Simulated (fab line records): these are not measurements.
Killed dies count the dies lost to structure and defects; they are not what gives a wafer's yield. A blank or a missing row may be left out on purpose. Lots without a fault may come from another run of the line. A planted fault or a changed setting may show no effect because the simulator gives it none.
Struck lot and sound lot, side by side -- flow sky130 -- 18 steps out of a route of 708
Sound: the wafers L489.2, L489.3, L489.5. Wafers L486.1, L486.2, L486.3 were the ones struck. The cause is given at the end.
Each step with rows lists, per side, the tool, then ch with its chambers, then its first start. Under that, the readings that differ: sound wafers -- struck wafers -- difference of the means -- sigmas: that difference in standard deviations of wafers without a fault.
alike: readings with means less than 2 such deviations apart, plus words and numbers identical on both sides. not compared: withheld readings, readings lacking a value on some wafer, bounds such as >300 that could conceal the same value, and numbers that have no deviation in the record and whose values overlap.
Wherever a step has rows on one side only, a row that says differs or no value, or a row with sigmas, the two part there. Numbers that have no deviation but don't overlap get no sigmas and don't part them. A reading missing from all wafers of one side parts the sides only when that side holds two or more wafers.

first, 3 steps without rows for these wafers: SKY_VT_ADJUST_NCORE_EXPOSE_04 (exposes mask LVTN COMPLEMENT THIN, target cd 380 nm); SKY_VT_ADJUST_NCORE_PEB_05; SKY_VT_ADJUST_NCORE_DEVELOP_06 (develop time 60 s).
SKY_VT_ADJUST_NCORE_CD_MEAS_07: the cd target is 380 nm.
  sound on cdSem-01, day 13 23:13; struck on cdSem-02, day 12 22:14
reading,sound,struck,difference,sigmas
cdNm (nm),378 379 381,386 386 386,+7,+2
SKY_VT_ADJUST_NCORE_OVL_MEAS_08:
  sound on overlay-02, day 13 23:19; struck on overlay-02, day 12 22:22
  alike: VT_ADJUST_NCORE_OVL
then, 1 step without rows for these wafers: SKY_VT_ADJUST_NCORE_IMPLANT_09.
SKY_VT_ADJUST_NCORE_STRIP_10: strips in O2/N2.
  sound on plasmaAsher-04 ch 0,1, day 13 23:29; struck on plasmaAsher-03 ch 0,1, day 12 22:32
  alike: drypumpMotorCurrentA, oesProductAu, stripTimeToEndpointS
  not compared: rfHoursCounterH
SKY_VT_ADJUST_NCORE_TW_MEAS_11:
  sound on filmMetro-04, day 13 23:36; struck on filmMetro-04, day 12 22:38
  alike: VT_ADJUST_NCORE_TW
then, 4 steps without rows for these wafers: SKY_VT_ADJUST_HVTR_DEHYDRATE_00 (time 60 s); SKY_VT_ADJUST_HVTR_HMDS_01 (prime time 60 s); SKY_VT_ADJUST_HVTR_COAT_02 (resist thk 1133 nm); SKY_VT_ADJUST_HVTR_SOFTBAKE_03 (time 60 s).
SKY_VT_ADJUST_HVTR_EXPOSE_04: exposes mask HVTRM, target cd 380 nm.
  sound on ilineStepper-01 ch 0, day 14 12:38; struck on ilineStepper-02 ch 0, day 13 11:03
reading,sound,struck,difference,sigmas
exposureDoseMJCm2,149.66 149.49 149.47,152.80 152.50 152.48,+3.05,+20
stageVelMmS (mm/s),500.05 500.01 500.51,499.57 499.70 499.58,-0.57,-2
  alike: mask, reticleTempC
then, 2 steps without rows for these wafers: SKY_VT_ADJUST_HVTR_PEB_05; SKY_VT_ADJUST_HVTR_DEVELOP_06 (develop time 60 s).
SKY_VT_ADJUST_HVTR_CD_MEAS_07: the cd target is 380 nm.
  sound on cdSem-02, day 15 01:59; struck on cdSem-02, day 13 23:29
reading,sound,struck,difference,sigmas
cdNm (nm),378.1 374.2 377.3,385.9 387.5 385.1,+9.6,+3
  not compared: hold
SKY_VT_ADJUST_HVTR_OVL_MEAS_08:
  sound on overlay-02, day 15 02:06; struck on overlay-01, day 13 23:37
  alike: VT_ADJUST_HVTR_OVL
  not compared: hold
-- the record jumps here: 36 days lie between the struck wafers' starts before and after (it left off in module VT_ADJUST_HVTR and takes up again in module PAD_OPEN, whose first step shown is number 708 of the route) --
SKY_PAD_OPEN_PROBE_99:
  sound on prober-02, day 50 03:16; struck on prober-01, day 49 12:14
  alike: killed_at_M0_to_M3, killed_at_M4_up, killedAtContacts, killedAtFrontEnd, killedAtOther, killedDies, killedOpen, killedShort

== WHERE THEY PART ==
Last at SKY_VT_ADJUST_HVTR_CD_MEAS_07 as far as this record goes, first at SKY_VT_ADJUST_NCORE_CD_MEAS_07. Later steps at which nothing parts them and some readings are alike: SKY_VT_ADJUST_HVTR_OVL_MEAS_08, SKY_PAD_OPEN_PROBE_99.

WHY: whatever the simulator had introduced
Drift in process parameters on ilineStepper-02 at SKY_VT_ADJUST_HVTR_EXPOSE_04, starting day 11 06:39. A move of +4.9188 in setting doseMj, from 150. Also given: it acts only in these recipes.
